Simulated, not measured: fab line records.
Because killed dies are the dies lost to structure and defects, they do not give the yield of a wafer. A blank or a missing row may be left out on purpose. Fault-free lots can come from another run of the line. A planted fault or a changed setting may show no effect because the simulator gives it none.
Which tool did it? / flow sky130 / 12 lots, 36 wafers sampled, at 1 step of a route of 708

== WHAT THE GAUGES READ, wafer by wafer ==
SKY_METAL1_OVL_MEAS_16.
lot=L077; measured=day 33 18:28; on=overlay-01; METAL1_OVL (nm)=-4 1 1
lot=L076; measured=day 33 19:37; on=overlay-01; METAL1_OVL (nm)=-3 2 -2
lot=L079; measured=day 34 08:43; on=overlay-02; METAL1_OVL (nm)=4 6 7
lot=L081; measured=day 34 17:46; on=overlay-02; METAL1_OVL (nm)=3 -4 0
lot=L083; measured=day 35 13:55; on=overlay-01; METAL1_OVL (nm)=9 5 8
lot=L085; measured=day 36 13:19; on=overlay-02; METAL1_OVL (nm)=-12 -5 -9
lot=L088; measured=day 38 12:00; on=overlay-01; METAL1_OVL (nm)=9 9 1
lot=L090; measured=day 38 15:31; on=overlay-02; METAL1_OVL (nm)=-13 -4 -7
lot=L089; measured=day 38 17:05; on=overlay-02; METAL1_OVL (nm)=3 5 8
lot=L093; measured=day 38 19:40; on=overlay-02; METAL1_OVL (nm)=-8 1 -6
lot=L096; measured=day 40 09:34; on=overlay-02; METAL1_OVL (nm)=-2 -6 -8
lot=L097; measured=day 40 12:34; on=overlay-02; METAL1_OVL (nm)=-12 -12 -9

== EACH LOT AND THE TOOL THAT RAN IT (in order: tool; ch and the chambers of the sampled wafers; start) ==
The record holds no process step before these readings.

== THE ANSWER, worked out from the rows above alone ==
Rule: the lots themselves supply what counts as usual. The widest of any qualifying gaps counts: lots, ordered by their means at a reading, are off when they make up no more than a third of the lots, leave a main group of 4 or more, and stand apart from it by 3 or more times the standard deviation of that group's means. A main group whose means are all the same, to the digits that the tables above print for the reading, isn't used. Also off: a lot with no number at a reading for which 4 or more lots have one. Any other lot the step has rows for is counted as sound.
Across all readings shown, no lot is off: no conclusion can be drawn from this.

== WHAT THE SIMULATOR HAD PUT IN ==
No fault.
